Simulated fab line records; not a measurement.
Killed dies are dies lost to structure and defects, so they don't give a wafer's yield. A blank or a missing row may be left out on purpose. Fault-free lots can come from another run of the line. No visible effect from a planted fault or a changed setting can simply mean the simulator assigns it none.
2 desks looking at one fault	flow gf180mcu	what lay behind the numbers comes last; until then each desk has only its own

## AT THE TOOL OWNER'S DESK: implanter-04
GF_HV_LDD_IMPLANT_33, tool's own readings: per-lot mean of the sampled wafers with a number, covering each lot this tool ran. The brackets show how far a lot's mean lies from the usual mean; more than 4 standard deviations puts the lot out of limits, marked OUT.
Columns: A = beamEnergyKeV at GF_HV_LDD_IMPLANT_33, usual 59.997; B = beamOnS at GF_HV_LDD_IMPLANT_33, usual 10.03 s; C = tiltDeg at GF_HV_LDD_IMPLANT_33, usual 30.001 degrees
lot	first seen here	A	B	C
L155	day 12 03:34	59.988	9.93	30.004
L160	day 13 20:44	60.002	9.94	30.027
L161	day 14 07:34	59.997	10.02	30.019
L162	day 14 11:28	73.092 (+99 or more) OUT	9.98	29.990
L163	day 14 21:52	73.124 (+99 or more) OUT	10.08	30.020
This desk's finding: out of limits on L162, L163; first on L162, day 14 11:28 (beamEnergyKeV at GF_HV_LDD_IMPLANT_33). L155, L160, L161 stayed within limits.

## FROM THE METROLOGY DESK
What the gauges read for every lot (on any tool): the sampled wafers with a number, averaged. The brackets show how far a lot's mean lies from the usual mean; more than 4 standard deviations puts the lot out of limits, marked OUT.
Columns: A = HV_LDD_2_TW at GF_HV_LDD_TW_MEAS_23, usual 1075; B = HV_LDD_RS at GF_HV_LDD_RS_MEAS_53, usual 418.1 ohm/sq; C = V1_W_THK at GF_V1_THK_MEAS_25, usual 351 nm
lot	first seen here	A	B	C
L153	day 10 14:58	1061	418.1	356
L154	day 10 22:24	1084	419.0	350
L155	day 11 09:19	1084	417.0	351
L157	day 11 21:58	1075	418.1	351
L159	day 12 18:10	1076	418.3	346
L160	day 13 00:47	1071	416.5	351
L161	day 13 11:04	1081	418.9	359
L162	day 13 15:19	1066	402.9 (-17) OUT	352
L163	day 14 01:16	1075	405.3 (-14) OUT	352
L172	day 16 20:59	1072	417.6	350
L173	day 17 04:25	1085	419.1	347
L174	day 17 14:04	1082	417.9	351
L175	day 18 02:07	1073	417.0	351
L176	day 18 02:14	1081	418.5	354
This desk's finding: out of limits on L162, L163; first on L162, day 15 08:12 (HV_LDD_RS at GF_HV_LDD_RS_MEAS_53). L153, L154, L155, L157, L159, L160, L161, L172, L173, L174, L175, L176 stayed within limits.

## PUT TOGETHER
An alarm could have come from the tool owner's desk at day 14 11:28, on L162, L163.
L162, L163 would have let the metrology desk raise an alarm at day 15 08:12.
All the named lots went through GF_HV_LDD_IMPLANT_33 on implanter-04.

## WHAT WAS PUT IN BY THE SIMULATOR
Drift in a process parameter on implanter-04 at GF_HV_LDD_IMPLANT_33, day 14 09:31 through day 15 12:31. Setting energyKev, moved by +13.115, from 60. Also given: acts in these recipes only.
Lots struck among those shown: L162, L163.
Delay (hours) between the fault's onset and each desk's first out-of-limits reading: 2 at the tool owner's desk, 23 at the metrology desk.
